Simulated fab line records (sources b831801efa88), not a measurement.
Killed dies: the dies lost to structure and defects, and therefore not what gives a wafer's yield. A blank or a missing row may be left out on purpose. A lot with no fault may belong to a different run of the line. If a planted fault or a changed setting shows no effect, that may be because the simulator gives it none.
What tool caused it? | flow gf180mcu | 42 wafers from 14 lots sampled at 3 of the route's 602 steps

WHAT THE GAUGES READ, wafer by wafer
GF_SAB_OVL_MEAS_10. Usual: SAB_OVL gives -0.2 nm (standard deviation 1.2).
lot  | measured     | on         | SAB_OVL (nm)   | flag
L859 | day 15 04:31 | overlay-02 | -0.4 -0.3 -1.0 |
L861 | day 15 20:07 | overlay-02 | 2.0 0.7 0.0    |
L860 | day 16 01:13 | overlay-02 | -0.9 0.1 0.2   |
L864 | day 16 22:46 | overlay-01 | 0.1 0.1 1.4    |
L865 | day 17 16:30 | overlay-02 | 0.1 1.5 0.4    |
L869 | day 19 02:29 | overlay-01 | 0.6 1.4 0.6    |
L870 | day 19 12:58 | overlay-01 | -0.4 0.6 0.9   |
L871 | day 19 15:53 | overlay-01 | 0.3 0.2 -0.6   |
L872 | day 19 23:58 | overlay-01 | 1.9 2.0 1.3    |
L875 | day 21 04:06 | overlay-02 | -0.9 -2.2 -1.0 |
L876 | day 21 06:25 | overlay-02 | -0.1 0.8 -0.4  |
L878 | day 21 21:14 | overlay-01 | 0.9 0.0 -0.6   |
L879 | day 22 12:32 | overlay-01 | 1.4 -1.2 -0.9  |
L882 | day 23 10:34 | overlay-02 | -0.8 -1.5 0.7  |

GF_SALICIDE_THK_MEAS_05: measures by xrf. Usual: SALICIDE_TIN_THK gives 19.77 nm (standard deviation 0.3).
lot  | measured     | on            | SALICIDE_TIN_THK (nm) | flag
L859 | day 15 05:05 | film-metro-01 | 19.25 19.12 18.98     |
L861 | day 15 20:41 | film-metro-01 | 19.53 19.56 19.58     |
L860 | day 16 01:46 | film-metro-02 | 19.99 19.70 19.76     |
L864 | day 16 23:19 | film-metro-03 | 19.96 19.63 20.10     |
L865 | day 17 17:04 | film-metro-03 | 19.74 19.57 19.72     |
L869 | day 19 03:03 | film-metro-03 | 20.01 20.13 19.83     |
L870 | day 19 13:31 | film-metro-03 | 19.75 20.09 20.05     |
L871 | day 19 16:26 | film-metro-03 | 19.89 19.98 19.68     |
L872 | day 20 00:31 | film-metro-03 | 20.14 19.97 19.87     |
L875 | day 21 04:41 | film-metro-02 | 19.69 19.80 19.80     |
L876 | day 21 06:59 | film-metro-02 | 19.86 19.80 19.86     |
L878 | day 21 21:55 | film-metro-03 | 19.71 19.60 19.80     |
L879 | day 22 13:14 | film-metro-03 | 19.80 20.20 19.97     |
L882 | day 23 11:07 | film-metro-02 | 19.74 19.57 19.52     |

TOOL THAT RAN EACH LOT (tool first, then ch and the chambers of the sampled wafers, then the start)
lot  | GF_SALICIDE_SPUTTER_02
L859 | pvd-sputter-02, day 15 04:55
L861 | pvd-sputter-04, day 15 20:31
L860 | pvd-sputter-02, day 16 01:35
L864 | pvd-sputter-01, day 16 23:07
L865 | pvd-sputter-04, day 17 16:53
L869 | pvd-sputter-02, day 19 02:51
L870 | pvd-sputter-02, day 19 13:20
L871 | pvd-sputter-04, day 19 16:14
L872 | pvd-sputter-04, day 20 00:20
L875 | pvd-sputter-04, day 21 04:29
L876 | pvd-sputter-01, day 21 06:49
L878 | pvd-sputter-04, day 21 21:44
L879 | pvd-sputter-02, day 22 13:02
L882 | pvd-sputter-01, day 23 10:55
- GF_SALICIDE_SPUTTER_02: material Co, target thk 10 nm, time 20 s.

WHAT THE TOOLS THEMSELVES READ (means of the sampled wafers that have a number; where no wafer has one, the mark that the record gives instead)
GF_SALICIDE_SPUTTER_02. Usual: throttle-valve-pct 30.0 %, standard deviation 1.
lot  | tool           | throttle-valve-pct (%) | flag
L859 | pvd-sputter-02 | 29.5                   |
L861 | pvd-sputter-04 | 29.5                   |
L860 | pvd-sputter-02 | 29.5                   |
L864 | pvd-sputter-01 | 31.0                   |
L865 | pvd-sputter-04 | 30.4                   |
L869 | pvd-sputter-02 | 30.0                   |
L870 | pvd-sputter-02 | 29.4                   |
L871 | pvd-sputter-04 | 29.8                   |
L872 | pvd-sputter-04 | 29.6                   |
L875 | pvd-sputter-04 | 30.2                   |
L876 | pvd-sputter-01 | 30.8                   |
L878 | pvd-sputter-04 | 29.3                   |
L879 | pvd-sputter-02 | 29.6                   |
L882 | pvd-sputter-01 | 30.6                   |

THE ANSWER, worked out from the rows above alone
Rule: a lot is off if the mean of its wafers that have a number lies more than 3 standard deviations from the usual mean. A lot without any number at a reading at which 4 lots or more have one is off too. Any other lot the step has rows for is counted as sound. Order of review: gauges by route order, followed by the tools' own readings, for which a lot's mean as printed above is used. At the first step where some lot is off, the reading lying furthest off is the one used; lots without a number count as furthest.
No lot is off at any reading shown: from this, nothing can be told.

WHAT HAD BEEN PUT IN BY THE SIMULATOR
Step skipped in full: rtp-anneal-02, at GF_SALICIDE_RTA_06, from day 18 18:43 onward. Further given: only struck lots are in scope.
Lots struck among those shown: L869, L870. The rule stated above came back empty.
